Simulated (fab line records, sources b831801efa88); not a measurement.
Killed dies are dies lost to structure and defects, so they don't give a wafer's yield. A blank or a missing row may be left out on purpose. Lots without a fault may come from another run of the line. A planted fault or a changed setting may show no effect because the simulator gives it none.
fab line records | flow sky130
record lots=7 wafers=21 last_day=49
route steps=708 shown SONOS_ONO@186 GATE_OXIDE@187 PAD_OPEN@708
lots that met no fault: from a run of the same line without faults
start_h: hours from the record's first day to the start of the lot's first wafer shown | wait_h: hours since the lot's step before | " the same as in the row above | L1.1+2: a row that stands for several wafers | - no value, or no start given | * or withheld: withheld | < > ~ a bound
route shown NAME@n: a module of which the file shows steps, and the number in the route of the first | usual: mean/standard deviation of fault-free wafers | same: alike in all rows | chamber/n: place in a boat | sites: the reading at each site | _std_site: their standard deviation | _edge_site: outer sites' mean less inner sites' | radius_mm: how far each site lies from the wafer's centre | mask NAME#n: copy n | behind: the tool/chamber that last shaped the wafer | hold: why the lot was held/for how many hours/how that ended | device: the transistor (n, p or np) that didn't switch | end of line: the same wafers' tests at the end of the route | a step without rows: its recipe alone | killed: dies lost to structure and defects at the first sort, not the wafer's yield | map: a wafer's dies, x killed, . not, _ none there
set.NAME: the setting as run; set.NAME@STEP: as run at that earlier step | model.NAME: the simulator's own value behind a step, which no gauge read
lots at some steps of the route; a table a step, a row a wafer
services: from which hour (start_h, from the record's first day; less than 0 if before it) a tool's chamber was out of use, for how many hours, and why
## steps
# step SKY_SONOS_ONO_WET_ETCH_18
# recipe chemistry=H3PO4 target_depth_nm=15 target=Si3N4 temp_c=160 time_s=172
# step SKY_GATE_OXIDE_CLEAN_00
# recipe chemistry=SC1/SC2 mix=1:4:20 temp_c=70 time_s=150 dry=n2_spin
# step SKY_GATE_OXIDE_OXIDATION_01
# recipe temp_c=900 ambient=O2 stabilise_s=600 purge_s=300 target_thk_a=102.68 ox_time_s=1473
# step SKY_GATE_OXIDE_THK_MEAS_02
# recipe reads=SiO2_of_GATE_OXIDE_OXIDATION_01
# usual GATE_OXIDE_OXIDATION_00_THK=10.24/0.17
# columns lot.wafer tool chamber start_h wait_h GATE_OXIDE_OXIDATION_00_THK[nm]
L600.2 film_metro-03 - 288.55 0.0 9.98
L600.4 " - " " 10.18
L600.6 " - " " 10.29
L602.2 film_metro-03 - 308.11 0.0 10.04
L602.4 " - " " 10.17
L602.6 " - " " 9.91
L604.1 film_metro-04 - 318.35 0.0 10.49
L604.5 " - " " 10.62
L604.6 " - " " 10.39
L613.1 film_metro-03 - 392.31 0.0 10.36
L613.3 " - " " 10.40
L613.5 " - " " 10.33
L615.1 film_metro-01 - 405.05 0.0 10.17
L615.4 " - " " 10.26
L615.6 " - " " 10.24
L616.1 film_metro-04 - 409.93 0.0 10.15
L616.2 " - " " 10.24
L616.6 " - " " 10.35
L618.1 film_metro-04 - 434.80 0.0 10.40
L618.2 " - " " 10.22
L618.3 " - " " 10.28
# step SKY_GATE_OXIDE_DEHYDRATE_03
# recipe temp_c=200 time_s=60
# step SKY_GATE_OXIDE_HMDS_04
# recipe prime_time_s=60 prime_temp_c=120
# step SKY_GATE_OXIDE_COAT_05
# recipe resist=NOVOLAK spin_rpm=3000 resist_thk_nm=1140
# step SKY_GATE_OXIDE_SOFTBAKE_06
# recipe temp_c=90 time_s=60 resist=NOVOLAK
# step SKY_GATE_OXIDE_EXPOSE_07
# recipe mask_id=LVOM na=0.6 source_shape=conventional sigma_outer=0.6 polarization=unpolarized target_cd_nm=600 dose_mj=170
# step SKY_GATE_OXIDE_PEB_08
# recipe temp_c=withheld time_s=* resist=NOVOLAK
# step SKY_GATE_OXIDE_DEVELOP_09
# recipe resist=NOVOLAK developer=TMAH develop_time_s=60 dev_temp_c=23
# step SKY_GATE_OXIDE_OVL_MEAS_10
# usual GATE_OXIDE_OVL=-0.1/1.4
# columns lot.wafer tool chamber start_h wait_h GATE_OXIDE_OVL[nm]
L600.2 overlay-02 - 313.41 0.1 2.0
L600.4 " - " " 0.8
L600.6 " - " " -0.3
L602.2 overlay-02 - 332.74 0.1 -1.1
L602.4 " - " " -1.1
L602.6 " - " " 0.1
L604.1 overlay-01 - 344.40 0.1 -1.0
L604.5 " - " " -0.7
L604.6 " - " " -0.2
L613.1 overlay-01 - 421.53 0.1 0.4
L613.3 " - " " 1.0
L613.5 " - " " 0.4
L615.1 overlay-01 - 435.11 0.1 2.3
L615.4 " - " " 1.5
L615.6 " - " " 1.1
L616.1 overlay-01 - 440.33 0.1 -2.4
L616.2 " - " " 0.1
L616.6 " - " " -1.7
L618.1 overlay-01 - 465.88 0.1 1.3
L618.2 " - " " 1.6
L618.3 " - " " 2.9
# step SKY_GATE_OXIDE_IMPLANT_11
# recipe species=B energy_kev=10 dose_cm2=2.6e+12 tilt_deg=withheld
# columns lot.wafer tool chamber start_h wait_h
L600.2+4+6 implanter-03 0 313.46 0.0
L602.2+4+6 implanter-04 0 332.79 0.0
L604.1+5+6 implanter-03 0 344.43 0.0
L613.1+3+5 implanter-04 0 421.57 0.0
L613.1+3+5 implanter-04 0 421.89 0.3
L615.1+4+6 implanter-03 0 435.14 0.0
L616.1+2+6 implanter-03 0 440.37 0.0
L616.1+2+6 implanter-03 0 440.69 0.3
L618.1+2+3 implanter-03 0 465.92 0.0
L618.1+2+3 implanter-03 0 466.24 0.3
# step SKY_GATE_OXIDE_WET_ETCH_12
# recipe chemistry=dHF target_depth_nm=16.8 dry=n2_spin target=SiO2 dilution=100:1 temp_c=25 time_s=336
# step SKY_GATE_OXIDE_STRIP_13
# recipe chemistry=O2/N2 power_w=1400 pressure_mtorr=1500 platen_temp_c=withheld o2_flow_sccm=3000 n2_flow_sccm=300 overash_fraction=0.5
# usual drypump_motor_current_A=5.4/0.61 oes_product_au=0.715/0.0041 strip_time_to_endpoint_s=14.18/0.044
# columns lot.wafer tool chamber start_h wait_h drypump_motor_current_A oes_product_au rf_hours_counter_h strip_time_to_endpoint_s
L600.2 plasma_asher-03 1 313.71 0.0 5.3 0.711 18 14.21
L600.4 " 0 " " 6.2 0.715 - 14.18
L600.6 " 0 " " 6.2 0.713 - 14.14
L602.2 plasma_asher-01 0 333.04 0.0 4.8 0.711 64 14.22
L602.4 " 1 " " 5.2 0.711 - 14.24
L602.6 " 0 " " 4.9 0.717 - 14.27
L604.1 plasma_asher-01 1 344.71 0.0 5.2 0.718 65 14.11
L604.5 " 0 " " 4.9 0.711 - 14.08
L604.6 " 1 " " 5.2 0.718 - 14.11
L613.1 plasma_asher-01 1 422.14 0.0 5.2 0.722 74 14.18
L613.3 " 0 " " 4.9 0.719 - 14.23
L613.5 " 0 " " 4.8 0.714 - 14.21
L615.1 plasma_asher-01 0 435.40 0.0 4.8 0.717 75 14.11
L615.4 " 0 " " 4.8 0.719 - 14.13
L615.6 " 0 " " 4.8 0.715 - 14.12
L616.1 plasma_asher-04 0 440.94 0.0 5.1 0.720 1 14.14
L616.2 " 1 " " 6.7 0.713 1 14.15
L616.6 " 0 " " 5.1 0.716 - 14.14
L618.1 plasma_asher-01 0 466.50 0.0 4.9 0.713 79 14.12
L618.2 " 1 " " 5.2 0.713 79 14.15
L618.3 " 1 " " 5.2 0.716 - 14.16
# step SKY_GATE_OXIDE_TW_MEAS_14
# usual GATE_OXIDE_TW=224.6/2.3
# columns lot.wafer tool chamber start_h wait_h GATE_OXIDE_TW
L600.2 film_metro-03 - 313.82 0.1 221.9
L600.4 " - " " 220.4
L600.6 " - " " 220.3
L602.2 film_metro-04 - 333.15 0.1 225.8
L602.4 " - " " 226.1
L602.6 " - " " 226.4
L604.1 film_metro-04 - 344.81 0.1 227.1
L604.5 " - " " 227.9
L604.6 " - " " 226.3
L613.1 film_metro-01 - 422.24 0.1 271.0
L613.3 " - " " 271.5
L613.5 " - " " 272.1
L615.1 film_metro-01 - 435.50 0.1 224.3
L615.4 " - " " 224.2
L615.6 " - " " 223.4
L616.1 film_metro-04 - 441.04 0.1 275.6
L616.2 " - " " 276.4
L616.6 " - " " 276.2
L618.1 film_metro-01 - 466.60 0.1 273.8
L618.2 " - " " 274.5
L618.3 " - " " 277.1
# step SKY_GATE_OXIDE_CLEAN_15
# recipe chemistry=SC1/SC2 mix=1:4:20 temp_c=70 time_s=150 dry=n2_spin
# step SKY_PAD_OPEN_PROBE_99
# usual killed_at_M0_to_M3=44/7.4 killed_at_M4_up=3.1/1.8 killed_at_contacts=24/5.6 killed_at_front_end=15/4.9 killed_at_other=0.4/0.59 killed_dies=87/9.8 killed_open=47/7.2 killed_short=39/6.8
# same gross_dies=492 killed_at_back_side=0
# columns lot.wafer tool chamber start_h wait_h killed_at_M0_to_M3 killed_at_M4_up killed_at_contacts killed_at_front_end killed_at_other killed_dies killed_open killed_short
L615.1 prober-02 - 1163.31 0.1 57 1 22 20 0 100 58 42
L615.4 prober-02 - 1163.46 0.2 43 1 20 27 0 91 56 35
L615.6 prober-02 - 1163.56 0.2 42 4 15 12 0 73 34 39
L618.1 prober-01 - 1177.98 0.1 34 3 35 10 1 83 51 31
L618.2 prober-01 - 1178.03 0.1 49 3 22 15 0 89 47 42
L618.3 prober-01 - 1178.08 0.2 34 3 28 18 1 84 55 29
# killed by level:class
L615.1 VIA1:geometric_particle:open=11 VIA3:geometric_particle:open=11 CONTACT:geometric_particle:open=10 POLY_GATE:geometric_particle:open=6 METAL1:geometric_particle:short=6 LI_CONTACT:geometric_particle:open=5 CONTACT:geometric_particle:short=5 METAL2:geometric_particle:short=5
L615.4 VIA1:geometric_particle:open=13 LI_CONTACT:geometric_particle:open=9 FIELD_ISO:geometric_particle:open=8 CONTACT:geometric_particle:open=7 METAL2:geometric_particle:short=7 POLY_GATE:geometric_particle:open=6 VIA2:geometric_particle:open=6 METAL3:geometric_particle:short=4
L615.6 VIA3:geometric_particle:open=7 VIA1:geometric_particle:short=7 VIA1:geometric_particle:open=6 METAL2:geometric_particle:short=6 POLY_GATE:geometric_particle:short=5 LI_CONTACT:geometric_particle:open=5 CONTACT:geometric_particle:short=5 CONTACT:geometric_particle:open=5
L618.1 LI_CONTACT:geometric_particle:open=12 CONTACT:geometric_particle:open=12 VIA1:geometric_particle:open=8 VIA3:geometric_particle:open=6 VIA1:geometric_particle:short=5 VIA3:geometric_particle:short=4 CONTACT:geometric_particle:short=4 VIA2:geometric_particle:open=4
L618.2 VIA1:geometric_particle:open=9 VIA3:geometric_particle:open=9 VIA2:geometric_particle:open=8 VIA2:geometric_particle:short=8 METAL1:geometric_particle:short=7 LI_CONTACT:geometric_particle:open=6 LI_CONTACT:geometric_particle:short=4 LOCAL_INTERCONNECT:geometric_particle:short=4
L618.3 CONTACT:geometric_particle:open=11 FIELD_ISO:geometric_particle:open=8 LI_CONTACT:geometric_particle:open=8 VIA3:geometric_particle:open=8 VIA1:geometric_particle:open=7 CONTACT:geometric_particle:short=5 VIA2:geometric_particle:open=4 METAL1:geometric_particle:short=4
## services
# columns tool chamber start_h hours kind
plasma_asher-01 - 336.43 4.2 repair
plasma_asher-03 - 341.65 12.0 pm
plasma_asher-03 - 369.51 2.8 pm
implanter-03 - 383.32 1.3 repair
plasma_asher-03 - 387.93 0.8 repair
plasma_asher-04 - 393.71 28.1 pm
plasma_asher-04 - 421.81 9.0 pm
plasma_asher-04 0 421.81 9.0 vent_cycle
plasma_asher-04 1 421.81 9.0 vent_cycle
implanter-04 - 422.33 18.5 pm
plasma_asher-01 - 425.82 0.6 repair
plasma_asher-04 0 430.81 - clean
plasma_asher-04 1 430.81 - clean
implanter-03 - 433.91 1.0 repair
implanter-04 - 440.84 11.3 pm
plasma_asher-03 - 454.38 14.6 pm
## key
first_sign step=SKY_GATE_OXIDE_IMPLANT_11 reading=visit direction=added
effect step=SKY_GATE_OXIDE_TW_MEAS_14 reading=GATE_OXIDE_TW direction=up sigmas=22 usual=224.6 struck=274.3
met_at SKY_GATE_OXIDE_IMPLANT_11
struck_wafers L613.1,L613.3,L613.5,L616.1,L616.2,L616.6,L618.1,L618.2,L618.3
tester_left_out L613,L616,L618
fault kind=repeated_step_whole tool=implanter-01,implanter-03,implanter-04 chamber=- onset_h=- steps=SKY_GATE_OXIDE_IMPLANT_11 times=1 scope=struck_lots_only
# tester_left_out: of these lots the tester's yield and bins aren't shown, on N5 and GAA mostly nor the transistor test; their killed dies are dies lost to structure and defects alone, not to doping, threshold or leakage, so they don't give the yield
